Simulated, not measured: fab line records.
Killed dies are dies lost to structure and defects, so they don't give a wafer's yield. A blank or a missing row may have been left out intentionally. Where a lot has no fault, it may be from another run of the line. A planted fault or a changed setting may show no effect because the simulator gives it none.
A lot that was struck, set against a sound lot / flow sky130 / 20 out of 708 route steps
Sound: wafers L708.2, L708.3, L708.5. The struck wafers were L718.1, L718.4, L718.5. Last of all comes the cause.
Order at every step that has rows: each side's tool, ch and its chambers, its first start. Under that, the readings that differ: sound wafers / struck wafers / difference of the means / sigmas: that difference in standard deviations of wafers without a fault.
alike: readings with means less than 2 such deviations apart, plus words and numbers identical on both sides. not compared: withheld readings, readings lacking a value on some wafer, bounds such as >300 that could conceal the same value, and numbers that have no deviation in the record and whose values overlap.
The two part at a step that has a row with sigmas, a row that says differs or no value, or rows on one side only. Numbers that don't overlap but have no deviation are shown without sigmas and don't part them. A reading missing from all wafers of one side parts the sides only when that side holds two or more wafers.

SKY_FIELD_ISO_BOW_MEAS_00:
  sound on film metro-04, day 1 15:01; struck on film metro-04, day 3 17:00
  alike: INCOMING_BOW
then, 1 step without rows for these wafers: SKY_FIELD_ISO_OXIDATION_01 (stabilise 600 s, purge 300 s, target thk 12 nm).
SKY_FIELD_ISO_THK_MEAS_02:
  sound on film metro-01, day 1 17:47; struck on film metro-04, day 3 18:38
  alike: FIELD_ISO_OXIDATION_00_THK
then, 1 step without rows for these wafers: SKY_FIELD_ISO_CVD_03 (deposits Si3N4 from DCS/NH3, target thk 165 nm, time 2830 s).
SKY_FIELD_ISO_THK_MEAS_04:
  sound on film metro-02, day 1 20:07; struck on film metro-02, day 3 20:29
  alike: FIELD_ISO_CVD_03_THK
then, 5 steps without rows for these wafers: SKY_FIELD_ISO_DEHYDRATE_05 (time 60 s); SKY_FIELD_ISO_HMDS_06 (prime time 60 s); SKY_FIELD_ISO_COAT_07 (resist thk 60 nm); SKY_FIELD_ISO_COAT_08 (resist thk 450 nm); SKY_FIELD_ISO_SOFTBAKE_09 (time 90 s).
SKY_FIELD_ISO_EXPOSE_10: exposes mask FOM, target cd 150 nm.
  sound on krf scanner-01 ch 0, day 2 03:13; struck on krf scanner-02 ch 0, day 4 05:19
reading=exposure dose mJ cm2; sound=27.974 28.018 27.986; struck=36.300 36.260 36.280; difference=+8.287; sigmas=+99 or more
  alike: mask
then, 2 steps without rows for these wafers: SKY_FIELD_ISO_PEB_11; SKY_FIELD_ISO_DEVELOP_12 (develop time 60 s).
SKY_FIELD_ISO_CD_MEAS_13: the cd target is 150 nm.
  sound on cd sem-01, day 2 10:02; struck on cd sem-01, day 4 12:57
reading=cd nm (nm); sound=148.7 148.0 147.4; struck=98.1 98.3 97.2; difference=-50.2; sigmas=-39
SKY_FIELD_ISO_ETCH_14: etches BARC in N2/H2, stops on SiO2, time 45.9 s, target depth 60 nm.
  sound on rie diel-02 ch 0,3, day 2 10:08; struck on rie diel-02 ch 0,1,2, day 4 13:04
reading=model.FIELD_ISO.cd nm (nm); sound=148.7 147.4 146.9; struck=98.37 96.81 96.56; difference=-50.42; sigmas=
  alike: drypump motor current A, oes product au, throttle valve pct
  not compared: rf hours counter h
SKY_FIELD_ISO_ETCH_15: etches the open film in CHF3/O2, stops on Si, target depth 180 nm, time 72 s.
  sound on rie diel-02 ch 0,3, day 2 10:11; struck on rie diel-02 ch 0,1,2, day 4 13:07
  alike: drypump motor current A, oes product au, throttle valve pct
  not compared: rf hours counter h
SKY_FIELD_ISO_STRIP_16: strips in O2/N2.
  sound on plasma asher-04 ch 0,1, day 2 10:14; struck on plasma asher-02 ch 0,1, day 4 13:10
  alike: drypump motor current A, oes product au, strip time to endpoint s
  not compared: rf hours counter h
SKY_FIELD_ISO_ETCH_17: etches Si in HBr/Cl2/O2, target depth 342 nm, time 97.7 s.
  sound on rie si-01 ch 0,1, day 2 10:20; struck on rie si-02 ch 1,2, day 4 13:16
reading=model.FIELD_ISO.cd nm (nm); sound=149.3 147.6 146.6; struck=98.74 96.93 96.97; difference=-50.29; sigmas=
  alike: drypump motor current A, oes product au, throttle valve pct
  not compared: rf hours counter h
then, 1 step without rows for these wafers: SKY_FIELD_ISO_WET_ETCH_18 (etches Si3N4 in H3PO4, target depth 25 nm, time 286 s).
-- the record jumps here: 44 days lie between the struck wafers' starts before and after (it left off in module FIELD_ISO and takes up again in module PAD_OPEN, whose first step shown is number 708 of the route) --
SKY_PAD_OPEN_PROBE_99:
  sound on prober-02, day 45 19:49; struck on prober-02, day 48 10:27
reading=killed at contacts; sound=14 21 19; struck=33 23 36; difference=+13; sigmas=+3
reading=killed at front end; sound=14 19 26; struck=417 415 412; difference=+395; sigmas=+94
reading=killed dies; sound=73 85 85; struck=492 492 492; difference=+411; sigmas=+48
reading=killed on rim; sound=15 18 15; struck=96 96 96; difference=+80; sigmas=+21
  alike: killed_at_M0_to_M3, killed_at_M4_up, killed at other, killed open, killed short

## WHERE THEY PART
Earliest at SKY_FIELD_ISO_EXPOSE_10; latest, in this record, at SKY_PAD_OPEN_PROBE_99.

WHY: what the simulator had put in
Process parameter drift: krf scanner-02, from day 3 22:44 on, at SKY_FIELD_ISO_EXPOSE_10. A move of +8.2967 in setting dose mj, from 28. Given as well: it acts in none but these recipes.
